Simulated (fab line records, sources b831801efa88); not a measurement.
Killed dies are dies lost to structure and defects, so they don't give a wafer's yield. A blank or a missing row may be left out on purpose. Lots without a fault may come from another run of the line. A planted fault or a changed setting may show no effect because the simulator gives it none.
Which tool did it? | flow sky130 | 15 lots, 42 wafers sampled, at 2 steps of a route of 708

WHAT THE GAUGES READ, wafer by wafer
The record holds no reading of a measuring or inspecting step that can be judged against a usual standard deviation.

WHICH TOOL RAN EACH LOT (tool, then ch and the chambers of the sampled wafers, then the start)
lot  | SKY_NWELL_COAT_18                 | SKY_NWELL_STRIP_25
L858 | litho_track-03 ch 0, day 4 20:58  | plasma_asher-04 ch 0,1, day 5 05:46
L859 | litho_track-02 ch 0, day 5 02:13  | plasma_asher-01 ch 0, day 5 11:39
L861 | litho_track-01 ch 0, day 5 14:15  | plasma_asher-01 ch 0,1, day 5 23:46
L862 | litho_track-02 ch 0, day 5 21:07  | plasma_asher-03 ch 0,1, day 6 06:56
L863 | litho_track-02 ch 0, day 6 02:40  | plasma_asher-04 ch 0,1, day 6 12:58
L864 | litho_track-03 ch 0, day 6 08:25  | plasma_asher-01 ch 0,1, day 6 18:41
L866 | litho_track-02 ch 0, day 6 19:06  | plasma_asher-01 ch 0,1, day 7 04:35
L868 | litho_track-02 ch 0, day 7 09:06  | plasma_asher-01 ch 0,1, day 7 19:08
L872 | litho_track-02 ch 0, day 8 05:46  | plasma_asher-03 ch 0,1, day 8 15:55
L874 | litho_track-03 ch 0, day 8 18:04  | plasma_asher-03 ch 0,1, day 9 04:30
L875 | litho_track-01 ch 0, day 8 22:48  | plasma_asher-03 ch 0,1, day 9 09:16
L876 | litho_track-03 ch 0, day 9 03:16  | plasma_asher-01 ch 1, day 9 13:37
L877 | litho_track-01 ch 0, day 9 09:00  | plasma_asher-04 ch 1, day 9 19:01
L878 | litho_track-03 ch 0, day 9 18:29  | plasma_asher-03 ch 0, day 10 05:34
L880 | litho_track-01 ch 0, day 10 03:54 | plasma_asher-03 ch 0,1, day 10 14:34
- SKY_NWELL_COAT_18: resist thk 3000 nm.
- SKY_NWELL_STRIP_25: strips in O2/N2.

WHAT THE TOOLS THEMSELVES READ (means of the sampled wafers that have a number; where no wafer has one, the mark that the record gives instead)
SKY_NWELL_STRIP_25. Usual: drypump_motor_current_A 5.7 A, standard deviation 0.47; oes_product_au 0.723 a.u., standard deviation 0.0046; strip_time_to_endpoint_s 36.92 s, standard deviation 0.12.
lot  | tool            | drypump_motor_current_A (A) | oes_product_au (a.u.) | strip_time_to_endpoint_s (s) | flag
L858 | plasma_asher-04 | 5.5                         | 0.720                 | 37.07                        |
L859 | plasma_asher-01 | 6.4                         | 0.721                 | 36.84                        |
L861 | plasma_asher-01 | 5.9                         | 0.724                 | 36.94                        |
L862 | plasma_asher-03 | 5.7                         | 0.724                 | 36.82                        |
L863 | plasma_asher-04 | 5.8                         | 0.723                 | 36.86                        |
L864 | plasma_asher-01 | 5.5                         | 0.718                 | 37.11                        |
L866 | plasma_asher-01 | 5.7                         | 0.716                 | 29.86                        | OFF
L868 | plasma_asher-01 | 5.7                         | 0.714                 | 29.95                        | OFF
L872 | plasma_asher-03 | 5.7                         | 0.722                 | 29.93                        | OFF
L874 | plasma_asher-03 | 5.7                         | 0.718                 | 37.00                        |
L875 | plasma_asher-03 | 5.7                         | 0.719                 | 36.87                        |
L876 | plasma_asher-01 | 5.0                         | 0.723                 | 37.05                        |
L877 | plasma_asher-04 | 5.2                         | 0.723                 | 36.76                        |
L878 | plasma_asher-03 | 5.8                         | 0.726                 | 36.86                        |
L880 | plasma_asher-03 | 5.8                         | 0.726                 | 36.87                        |

THE ANSWER, worked out from the rows above alone
Rule: a lot is off if the mean of its wafers that have a number lies more than 3 standard deviations from the usual mean. A lot without any number at a reading at which 4 lots or more have one is off too. The other lots that the step has rows for count as sound. The gauges are gone through in route order, then the tools' own readings, and for those a lot's mean is taken as printed above. The first step at which some lot is off is used, and at that step the reading that is off furthest; a lot without a number counts as furthest.
Off: L866, L868, L872, at SKY_NWELL_STRIP_25 (strip_time_to_endpoint_s).
A tool fits if, at that step or a process step before it, it ran every lot that is off, and no sound lot after the first of them. One fits: litho_track-02 at SKY_NWELL_COAT_18. Its last sound lot is L863 (day 6 02:40), its first lot that is off L866 (day 6 19:06): a fault that began between those two fits.

WHAT THE SIMULATOR HAD PUT IN
Process parameter drift: litho_track-02, from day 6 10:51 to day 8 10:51, at SKY_NWELL_COAT_18. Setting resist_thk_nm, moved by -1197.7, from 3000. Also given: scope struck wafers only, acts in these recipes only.
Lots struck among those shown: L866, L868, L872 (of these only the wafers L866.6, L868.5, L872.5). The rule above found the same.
